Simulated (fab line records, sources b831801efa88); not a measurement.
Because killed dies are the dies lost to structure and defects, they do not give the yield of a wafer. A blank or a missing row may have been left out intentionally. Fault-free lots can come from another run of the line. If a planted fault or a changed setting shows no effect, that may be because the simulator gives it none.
Which tool did it? | flow gf180mcu | at 1 step of a route of 602, 14 lots with 42 wafers sampled

WHAT THE GAUGES READ, wafer by wafer
GF_CONTACT_THK_MEAS_01. Usual: CONTACT_CVD_00_THK typically reads 300 nm, with standard deviation 3.1.
lot  | measured     | on            | CONTACT_CVD_00_THK (nm) | flag
L375 | day 15 02:22 | film metro-01 | 300 303 299             |
L376 | day 15 08:56 | film metro-04 | 295 298 300             |
L380 | day 17 01:30 | film metro-01 | 298 300 301             |
L381 | day 17 12:08 | film metro-04 | 297 298 294             |
L383 | day 18 04:57 | film metro-04 | 296 302 298             |
L384 | day 18 12:50 | film metro-03 | 300 301 299             |
L386 | day 19 03:13 | film metro-04 | 294 302 303             |
L387 | day 19 21:55 | film metro-04 | 296 297 295             |
L388 | day 20 01:02 | film metro-01 | 300 301 301             |
L389 | day 20 08:53 | film metro-03 | 303 300 302             |
L390 | day 20 16:03 | film metro-01 | 302 305 304             |
L391 | day 21 02:37 | film metro-01 | 303 306 298             |
L392 | day 21 08:23 | film metro-03 | 302 300 300             |
L397 | day 22 21:52 | film metro-01 | 302 302 299             |

TOOL THAT RAN EACH LOT (tool first, then ch and the chambers of the sampled wafers, then the start)
The record shows no process step preceding these readings.

AS READ BY THE TOOLS THEMSELVES (means over the sampled wafers that have a number; for cases with no such wafer, the mark the record gives instead)
The record holds no such reading with a usual standard deviation.

THE ANSWER, worked out from the rows above alone
Rule: a lot is off if the mean of its wafers that have a number lies more than 3 standard deviations from the usual mean. Also off: a lot with no number at a reading for which 4 or more lots have one. Any other lot the step has rows for is counted as sound. Order of review: gauges by route order, followed by the tools' own readings, for which a lot's mean as printed above is used. At the first step where some lot is off, the reading lying furthest off is the one used; lots without a number count as furthest.
Across all readings shown, no lot is off: no conclusion can be drawn from this.

WHAT HAD BEEN PUT IN BY THE SIMULATOR
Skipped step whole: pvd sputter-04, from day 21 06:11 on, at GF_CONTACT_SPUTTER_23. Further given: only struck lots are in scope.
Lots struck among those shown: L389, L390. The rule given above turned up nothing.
